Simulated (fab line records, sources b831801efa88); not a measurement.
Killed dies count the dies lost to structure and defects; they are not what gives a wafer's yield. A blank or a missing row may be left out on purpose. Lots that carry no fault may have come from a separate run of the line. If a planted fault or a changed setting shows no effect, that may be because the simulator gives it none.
2 desks looking at one fault :: flow sky130 :: each desk has only its own numbers; what lay behind them comes last

TOOL OWNER'S DESK, rieDiel-03
The tool's own readings at SKY_VIA3_ETCH_14 (etches BARC in N2/H2, stops on SiO2, time 45.9 s, target depth 60 nm): means of the sampled wafers that have a number, for each lot that ran on this tool. The brackets show how far a lot's mean lies from the usual mean; more than 4 standard deviations puts the lot out of limits, marked OUT.
Columns: A = drypumpMotorCurrentA at SKY_VIA3_ETCH_14, usual 5.7 A; B = oesProductAu at SKY_VIA3_ETCH_14, usual 0.854 a.u.; C = runLengthS at SKY_VIA3_ETCH_14, usual 74.3 s; D = throttleValvePct at SKY_VIA3_ETCH_14, usual 13.225 %
lot: L989
first seen here: day 43 02:18
A: 5.9
B: 0.893 (+8.0) OUT
C: 64.9 (-21) OUT
D: 13.229

lot: L991
first seen here: day 43 13:51
A: 5.9
B: 0.914 (+12) OUT
C: 64.8 (-22) OUT
D: 13.232

lot: L102
first seen here: day 46 03:33
A: 5.9
B: 0.855
C: 74.0
D: 13.225
This desk's finding: out of limits on L989, L991; first on L989, day 43 02:18 (oesProductAu at SKY_VIA3_ETCH_14). L102 stayed within limits.

METROLOGY DESK
What the gauges read, lot by lot, whatever tool the lot ran on: means of the sampled wafers that have a number. The brackets show how far a lot's mean lies from the usual mean; more than 4 standard deviations puts the lot out of limits, marked OUT.
Columns: A = VIA2_OVL at SKY_VIA2_OVL_MEAS_13, usual -1 nm; B = VIA3_BOW at SKY_VIA3_BOW_MEAS_03, usual 79 um
lot: L979
first seen here: day 36 15:20
A: 0
B: 88

lot: L980
first seen here: day 36 21:31
A: 0
B: 81

lot: L981
first seen here: day 37 14:25
A: -5
B: 80

lot: L989
first seen here: day 39 22:58
A: 0
B: 72

lot: L991
first seen here: day 40 09:02
A: 0
B: 82

lot: L993
first seen here: day 40 16:05
A: -3
B: 74

lot: L994
first seen here: day 40 23:31
A: -9
B: 82

lot: L995
first seen here: day 41 07:19
A: -2
B: 71

lot: L996
first seen here: day 41 16:59
A: 0
B: 79

lot: L997
first seen here: day 41 19:49
A: 1
B: 81

lot: L998
first seen here: day 42 06:17
A: 11
B: 74

lot: L999
first seen here: day 42 12:25
A: -7
B: 74

lot: L101
first seen here: day 42 22:19
A: 4
B: 71

lot: L102
first seen here: day 43 05:40
A: -2
B: 80
This desk's verdict: no lot among the 14 shows anything out of limits.

ALL TOGETHER
On L989, L991, at day 43 02:18, an alarm was possible from the tool owner's desk.
Metrology desk: nothing out of limits seen.
The metrology desk holds a record of L989, L991, inside its limits.
On rieDiel-03, each named lot ran SKY_VIA3_ETCH_14.

WHAT THE SIMULATOR HAD PUT IN
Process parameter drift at SKY_VIA3_ETCH_14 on rieDiel-03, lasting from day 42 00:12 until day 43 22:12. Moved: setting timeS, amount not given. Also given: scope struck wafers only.
Lots struck among those shown: L989, L991.
Each desk's first reading out of limits, in hours after the fault started: the tool owner's desk, 26.
